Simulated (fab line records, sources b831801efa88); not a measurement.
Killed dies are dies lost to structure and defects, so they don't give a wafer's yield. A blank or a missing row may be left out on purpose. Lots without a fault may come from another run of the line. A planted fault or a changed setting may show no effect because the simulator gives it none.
Chamber matching | flow sky130 | SKY_VIA2_CMP_24 on cmp-01: 4 sister chambers
The step polishes, stops on SiO2, t overpolish 20 s, target thk 0 nm. 8 wafers are shown with their chamber, then 12 later ones without.

WAFERS WITH THEIR CHAMBER
wafer  | chamber | motor_current_A (A) | time_to_endpoint_s (s)
L084.4 | 2       | 11.3                | 111
L086.5 | 1       | 10.4                | 110
L087.1 | 3       | 9.7                 | 111
L087.3 | 0       | 13.5                | 98
L087.5 | 0       | 13.9                | 101
L089.1 | 2       | 11.3                | 106
L089.2 | 3       | 10.2                | 107
L089.4 | 1       | 11.1                | 109

WAFERS WITHOUT THEIR CHAMBER
wafer  | motor_current_A (A) | time_to_endpoint_s (s)
L090.2 | 13.9                | 98
L090.3 | 10.4                | 100
L090.6 | 11.0                | 102
L091.1 | 10.9                | 103
L091.4 | 14.2                | 96
L091.5 | 11.6                | 99
L093.1 | 11.6                | 108
L093.2 | 10.5                | 111
L093.5 | 10.2                | 108
L094.1 | 10.8                | 109
L094.5 | 11.3                | 105
L094.6 | 10.8                | 112

WHICH CHAMBER EACH WENT THROUGH
wafer  | from the rows above          | in truth
L090.2 | 0                            | 0
L090.3 | can't be placed: 3 or 1 or 2 | 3
L090.6 | can't be placed: 2 or 1 or 3 | 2
L091.1 | can't be placed: 2 or 1 or 3 | 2
L091.4 | 0                            | 0
L091.5 | can't be placed: 2 or 1      | 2
L093.1 | can't be placed: 2 or 1      | 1
L093.2 | can't be placed: 1 or 3 or 2 | 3
L093.5 | can't be placed: 3 or 1      | 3
L094.1 | can't be placed: 1 or 2      | 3
L094.5 | can't be placed: 2 or 1      | 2
L094.6 | can't be placed: 1 or 2 or 3 | 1
Placed correctly: 2 of 12. Can't be placed from these rows: 10 (the true chamber is among the candidates in 9). Placed wrongly: 0.
How it was worked out, from the rows above alone: a wafer's distance from a chamber is the root of the sum, over the readings, of the square of ((its reading less the chamber's mean) divided by the reading's scatter). The wafer belongs to the nearest chamber; if the next one is less than 2 further off, it can't be placed. A chamber's mean is the mean of its shown wafers. The scatter: the root of (the sum of the squares of (reading less its chamber's mean) over the shown wafers, divided by (wafers less chambers)).
